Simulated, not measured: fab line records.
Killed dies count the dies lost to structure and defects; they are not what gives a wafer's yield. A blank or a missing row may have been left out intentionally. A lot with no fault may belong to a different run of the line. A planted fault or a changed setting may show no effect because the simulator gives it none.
Commonality check across tools / flow sky130 / 24 wafers sampled across 8 lots

## REASON IT WAS OPENED
SKY_LDD_LDN_TW_MEAS_13, reading LDD_LDN_TW: flagged on 4 of 8 lots. Wafers without a fault read 1476, standard deviation 7.4.
Rule: a lot gets a flag if all its wafers with a number sit over 4 standard deviations from that mean, or if no wafer of it has a number. As for the other lots, they are considered sound.

lot=L288; measured=day 22 16:56; on=filmMetro-04; LDD_LDN_TW, wafer by wafer=1476 1469 1456; flag=
lot=L289; measured=day 23 09:56; on=filmMetro-03; LDD_LDN_TW, wafer by wafer=1478 1472 1475; flag=
lot=L290; measured=day 23 14:59; on=filmMetro-03; LDD_LDN_TW, wafer by wafer=1482 1479 1480; flag=
lot=L291; measured=day 23 18:26; on=filmMetro-04; LDD_LDN_TW, wafer by wafer=1472 1462 1470; flag=
lot=L292; measured=day 24 16:46; on=filmMetro-03; LDD_LDN_TW, wafer by wafer=1417 1413 1423; flag=FLAGGED
lot=L293; measured=day 24 23:05; on=filmMetro-04; LDD_LDN_TW, wafer by wafer=1410 1403 1410; flag=FLAGGED
lot=L294; measured=day 25 08:18; on=filmMetro-03; LDD_LDN_TW, wafer by wafer=1409 1412 1415; flag=FLAGGED
lot=L295; measured=day 25 19:41; on=filmMetro-04; LDD_LDN_TW, wafer by wafer=1417 1416 1408; flag=FLAGGED
The numbers of the flagged lots are 1413 on average: -63 against the usual, or -9 standard deviations.

## WHICH TOOL RAN EACH LOT
The record keeps 1 process step preceding the reading, out of 708 steps on the route. Each cell gives the tool, then ch followed by the chambers the sampled wafers passed through, then the start.
lot=L288; flag=; SKY_LDD_LDN_IMPLANT_09=implanter-04 ch 0, day 22 16:23
lot=L289; flag=; SKY_LDD_LDN_IMPLANT_09=implanter-02 ch 0, day 23 09:23
lot=L290; flag=; SKY_LDD_LDN_IMPLANT_09=implanter-04 ch 0, day 23 14:26
lot=L291; flag=; SKY_LDD_LDN_IMPLANT_09=implanter-02 ch 0, day 23 17:54
lot=L292; flag=FLAGGED; SKY_LDD_LDN_IMPLANT_09=implanter-02 ch 0, day 24 16:13
lot=L293; flag=FLAGGED; SKY_LDD_LDN_IMPLANT_09=implanter-02 ch 0, day 24 22:32
lot=L294; flag=FLAGGED; SKY_LDD_LDN_IMPLANT_09=implanter-03 ch 0, day 25 07:47
lot=L295; flag=FLAGGED; SKY_LDD_LDN_IMPLANT_09=implanter-04 ch 0, day 25 19:07
What the steps here do:
- SKY_LDD_LDN_IMPLANT_09
- SKY_LDD_LDN_TW_MEAS_13

## FLAGGED AGAINST TOTAL, ONE TOOL AT A TIME (gauges that did the reading follow at the end)
step=SKY_LDD_LDN_IMPLANT_09; tool=implanter-02; lots run=4; flagged=2; share of the flagged lots=some; sound lots run after its first flagged lot=0
step=SKY_LDD_LDN_IMPLANT_09; tool=implanter-03; lots run=1; flagged=1; share of the flagged lots=some; sound lots run after its first flagged lot=0
step=SKY_LDD_LDN_IMPLANT_09; tool=implanter-04; lots run=3; flagged=1; share of the flagged lots=some; sound lots run after its first flagged lot=0
step=SKY_LDD_LDN_TW_MEAS_13; tool=filmMetro-03; lots run=4; flagged=2; share of the flagged lots=some; sound lots run after its first flagged lot=0
step=SKY_LDD_LDN_TW_MEAS_13; tool=filmMetro-04; lots run=4; flagged=2; share of the flagged lots=some; sound lots run after its first flagged lot=0

## WHAT THE TABLE ALLOWS
No row of the table ran every flagged lot.

## WHAT THE SIMULATOR HAD INSERTED
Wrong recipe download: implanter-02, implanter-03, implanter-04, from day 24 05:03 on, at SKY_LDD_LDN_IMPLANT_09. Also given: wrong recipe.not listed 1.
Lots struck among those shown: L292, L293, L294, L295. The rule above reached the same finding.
